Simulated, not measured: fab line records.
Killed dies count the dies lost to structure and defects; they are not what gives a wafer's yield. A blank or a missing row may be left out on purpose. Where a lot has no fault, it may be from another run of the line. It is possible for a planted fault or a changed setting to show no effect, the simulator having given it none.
Which tool did it? ; flow sky130 ; 12 lots, 36 wafers sampled, at 6 steps of a route of 708

## WHAT EACH GAUGE READ, for each wafer
SKY_LOCAL_INTERCONNECT_RS_MEAS_01: measurement is done with a four-point probe.
lot;measured;on;LOCAL_INTERCONNECT_TIN_RS (ohm/sq)
L262;day 29 03:53;filmMetro-03;14.34 14.30 14.29
L264;day 30 02:28;filmMetro-02;14.26 14.29 14.24
L267;day 30 17:47;filmMetro-02;14.12 14.13 14.15
L271;day 32 01:55;filmMetro-02;14.15 14.18 14.15
L274;day 33 11:26;filmMetro-03;14.31 14.19 14.22
L277;day 33 23:23;filmMetro-01;14.17 14.31 14.37
L278;day 34 12:08;filmMetro-01;14.13 14.22 14.09
L279;day 34 21:46;filmMetro-03;14.26 14.19 14.15
L280;day 35 02:01;filmMetro-03;14.08 14.09 14.06
L282;day 35 13:20;filmMetro-02;14.09 14.09 14.06
L284;day 35 22:57;filmMetro-03;14.15 14.05 14.03
L285;day 36 06:11;filmMetro-01;14.43 14.46 14.42

SKY_CONTACT_THK_MEAS_03.
lot;measured;on;CONTACT_HDPCVD_THK (nm)
L262;day 30 08:13;filmMetro-04;557 554 564
L264;day 31 06:25;filmMetro-01;567 567 570
L267;day 31 22:27;filmMetro-01;564 558 565
L271;day 33 05:32;filmMetro-04;821 823 822
L274;day 34 14:59;filmMetro-01;814 817 820
L277;day 35 02:57;filmMetro-02;561 565 568
L278;day 35 15:20;filmMetro-01;568 566 569
L279;day 36 00:35;filmMetro-04;561 565 568
L280;day 36 05:28;filmMetro-02;567 565 557
L282;day 36 16:46;filmMetro-02;574 576 573
L284;day 37 02:19;filmMetro-02;562 567 569
L285;day 37 09:32;filmMetro-02;566 568 569

SKY_CONTACT_BOW_MEAS_05.
lot;measured;on;CONTACT_BOW (um)
L262;day 30 08:35;filmMetro-02;73 93 92
L264;day 31 06:48;filmMetro-01;78 77 84
L267;day 31 22:49;filmMetro-02;83 82 93
L271;day 33 05:53;filmMetro-04;88 92 77
L274;day 34 15:22;filmMetro-02;74 70 75
L277;day 35 03:19;filmMetro-02;77 84 76
L278;day 35 15:43;filmMetro-04;93 74 79
L279;day 36 00:57;filmMetro-02;92 77 67
L280;day 36 05:50;filmMetro-01;84 81 72
L282;day 36 17:08;filmMetro-02;97 74 91
L284;day 37 02:40;filmMetro-04;81 80 88
L285;day 37 09:54;filmMetro-01;77 82 84

## TOOL THAT RAN EACH LOT (tool first, then ch and the chambers of the sampled wafers, then the start)
lot;SKY_LI_CONTACT_CVD_21;SKY_CONTACT_HDPCVD_02;SKY_CONTACT_CMP_04
L262;cvdW-02 ch 0,1, day 29 03:13;hdpcvd-02 ch 1,2, day 30 08:09;cmp-02 ch 0,1,3, day 30 08:23
L264;cvdW-02 ch 0,1, day 30 01:48;hdpcvd-02 ch 0,1, day 31 06:20;cmp-02 ch 2,3, day 31 06:28
L267;cvdW-02 ch 1, day 30 17:07;hdpcvd-01 ch 0,1,2, day 31 22:23;cmp-01 ch 1,2,3, day 31 22:34
L271;cvdW-02 ch 0,1, day 32 01:14;hdpcvd-02 ch 0,2, day 33 05:28;cmp-02 ch 0,1,2, day 33 05:44
L274;cvdW-02 ch 1, day 33 10:45;hdpcvd-02 ch 1,2, day 34 14:55;cmp-01 ch 0,1, day 34 15:02
L277;cvdW-01 ch 0,1, day 33 22:25;hdpcvd-01 ch 0,1,2, day 35 02:53;cmp-02 ch 0,1,2, day 35 03:04
L278;cvdW-01 ch 0,1, day 34 11:28;hdpcvd-01 ch 0,1,2, day 35 15:15;cmp-01 ch 0,1,3, day 35 15:29
L279;cvdW-01 ch 0, day 34 21:04;hdpcvd-01 ch 0,1, day 36 00:30;cmp-01 ch 2,3, day 36 00:38
L280;cvdW-02 ch 0,1, day 35 01:20;hdpcvd-01 ch 0,2, day 36 05:23;cmp-02 ch 2,3, day 36 05:31
L282;cvdW-02 ch 0,1, day 35 12:38;hdpcvd-01 ch 0,2, day 36 16:41;cmp-01 ch 0,3, day 36 16:49
L284;cvdW-01 ch 0,1, day 35 22:17;hdpcvd-01 ch 0,1,2, day 37 02:14;cmp-01 ch 0,3, day 37 02:22
L285;cvdW-02 ch 0,1, day 36 05:29;hdpcvd-02 ch 0,2, day 37 09:29;cmp-01 ch 1,2,3, day 37 09:39
- SKY_LI_CONTACT_CVD_21: deposits W, target thk 400 nm, time 120.56 s.
- SKY_CONTACT_HDPCVD_02: deposits SiO2, target thk 565 nm, time 94.2 s.
- SKY_CONTACT_CMP_04: polishes SiO2.

## WHAT THE TOOLS THEMSELVES READ (means of the sampled wafers that have a number; where no wafer has one, the mark that the record gives instead)
SKY_LI_CONTACT_CVD_21.
lot;tool;heaterPowerW (W)
L262;cvdW-02;879
L264;cvdW-02;894
L267;cvdW-02;881
L271;cvdW-02;917
L274;cvdW-02;881
L277;cvdW-01;960
L278;cvdW-01;1088
L279;cvdW-01;1213
L280;cvdW-02;877
L282;cvdW-02;910
L284;cvdW-01;1066
L285;cvdW-02;883

SKY_CONTACT_CMP_04.
lot;tool;motorCurrentA (A);timeToEndpointS (s)
L262;cmp-02;12.1;81
L264;cmp-02;11.1;81
L267;cmp-01;11.4;82
L271;cmp-02;12.5;169
L274;cmp-01;12.5;175
L277;cmp-02;12.3;78
L278;cmp-01;11.6;84
L279;cmp-01;10.5;82
L280;cmp-02;11.2;85
L282;cmp-01;12.1;86
L284;cmp-01;12.5;85
L285;cmp-01;10.6;84

## THE ANSWER, worked out from the rows above alone
Rule: the lots themselves supply what counts as usual. The widest of any qualifying gaps counts: lots, ordered by their means at a reading, are off when they make up no more than a third of the lots, leave a main group of 4 or more, and stand apart from it by 3 or more times the standard deviation of that group's means. A main group whose means are all the same, to the digits that the tables above print for the reading, isn't used. A lot without any number at a reading at which 4 lots or more have one is off too. Where the step has rows for the other lots, those lots are counted as sound. The gauges are gone through in route order, then the tools' own readings, and for those a lot's mean is taken as printed above. At the first step where some lot is off, the reading lying furthest off is the one used; lots without a number count as furthest.
Off: L271, L274, at SKY_CONTACT_THK_MEAS_03 (CONTACT_HDPCVD_THK). Mean 566 nm and standard deviation 4 in the main group.
A tool fits if, at a process step before that reading, it ran every lot that is off, and no sound lot after the first of them. Not tried: the gauges at SKY_CONTACT_THK_MEAS_03; whatever is off there is also off at SKY_CONTACT_CMP_04, on other tools, and gauge error can't account for it. None of those tried fits.

## WHAT WAS PUT IN BY THE SIMULATOR
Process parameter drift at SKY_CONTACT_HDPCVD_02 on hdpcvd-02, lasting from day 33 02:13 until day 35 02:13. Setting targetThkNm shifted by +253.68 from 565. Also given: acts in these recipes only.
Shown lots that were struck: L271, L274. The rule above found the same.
